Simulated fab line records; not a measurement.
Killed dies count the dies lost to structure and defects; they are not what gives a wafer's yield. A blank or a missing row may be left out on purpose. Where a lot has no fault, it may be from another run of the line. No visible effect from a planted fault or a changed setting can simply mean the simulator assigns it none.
Struck lot and sound lot, side by side || flow sky130 || 15 out of 708 route steps
Sound: these wafers, L937.1, L937.4, L937.6. Wafers L952.2, L952.4, L952.5 were the ones struck. The cause comes at the end.
At each step with rows: each side's tool, then ch and its chambers, then its first start. Under that, the readings that differ: sound wafers || struck wafers || difference of the means || sigmas: that difference in standard deviations of wafers without a fault.
alike: readings with means less than 2 such deviations apart, plus words and numbers identical on both sides. not compared: withheld readings, readings lacking a value on some wafer, bounds such as >300 that could conceal the same value, and numbers that have no deviation in the record and whose values overlap.
Wherever a step has rows on one side only, a row that says differs or no value, or a row with sigmas, the two part there. When numbers do not overlap yet have no deviation, they are printed without sigmas and do not part them. A reading that every wafer of one side lacks parts them only if that side has two wafers or more.

SKY_POLY_GATE_THK_MEAS_21:
  sound on film metro-03 at day 17 14:45; struck on film metro-02 at day 22 19:31
{"reading": "POLY_GATE_OXIDATION_THK (nm)", "sound": "4.02 3.99 4.11", "struck": "3.86 3.91 3.86", "difference": -0.16, "sigmas": -2}
SKY_POLY_GATE_CD_MEAS_22:
  sound on cd sem-01 at day 17 14:49; struck on cd sem-01 at day 22 19:35
  alike: cd nm
then, 7 steps without rows for these wafers: SKY_LDD_N_DEHYDRATE_00 (time 60 s); SKY_LDD_N_HMDS_01 (prime time 60 s); SKY_LDD_N_COAT_02 (resist thk 300 nm); SKY_LDD_N_SOFTBAKE_03 (time 60 s); SKY_LDD_N_EXPOSE_04 (exposes mask NTM, target cd 840 nm); SKY_LDD_N_PEB_05; SKY_LDD_N_DEVELOP_06 (develop time 60 s).
SKY_LDD_N_OVL_MEAS_07:
  sound on overlay-02 at day 18 21:04; struck on overlay-01 at day 24 01:10
{"reading": "LDD_N_OVL (nm)", "sound": "0.3 -0.3 1.2", "struck": "-3.2 -1.6 -2.4", "difference": -2.8, "sigmas": -2}
then, 2 steps without rows for these wafers: SKY_LDD_N_IMPLANT_08; SKY_LDD_N_IMPLANT_09.
SKY_LDD_N_IMPLANT_10:
  sound on implanter-04 ch 0, day 18 21:24; struck on implanter-04 ch 0, day 24 01:49
{"reading": "dose ions cm2", "sound": "7.503e+13 7.504e+13 7.505e+13", "struck": "6.812e+13 6.835e+13 6.822e+13", "difference": -6.810e+12, "sigmas": -86}
{"reading": "faraday current uA", "sound": "423 415 442", "struck": "388 376 388", "difference": -43, "sigmas": -5}
following that, these wafers have no rows for 1 step: SKY_LDD_N_IMPLANT_11.
-- the record jumps here: 26 days lie between the struck wafers' starts before and after (it left off in module LDD_N and takes up again in module PAD_OPEN, whose first step shown is number 708 of the route) --
SKY_PAD_OPEN_PROBE_99:
  record: rows for the struck wafers here (prober-02, day 50 02:37), none for the sound ones

== WHERE THEY PART ==
At SKY_POLY_GATE_THK_MEAS_21 first; at SKY_PAD_OPEN_PROBE_99 last (within this record only).

WHY: the cause the simulator had injected
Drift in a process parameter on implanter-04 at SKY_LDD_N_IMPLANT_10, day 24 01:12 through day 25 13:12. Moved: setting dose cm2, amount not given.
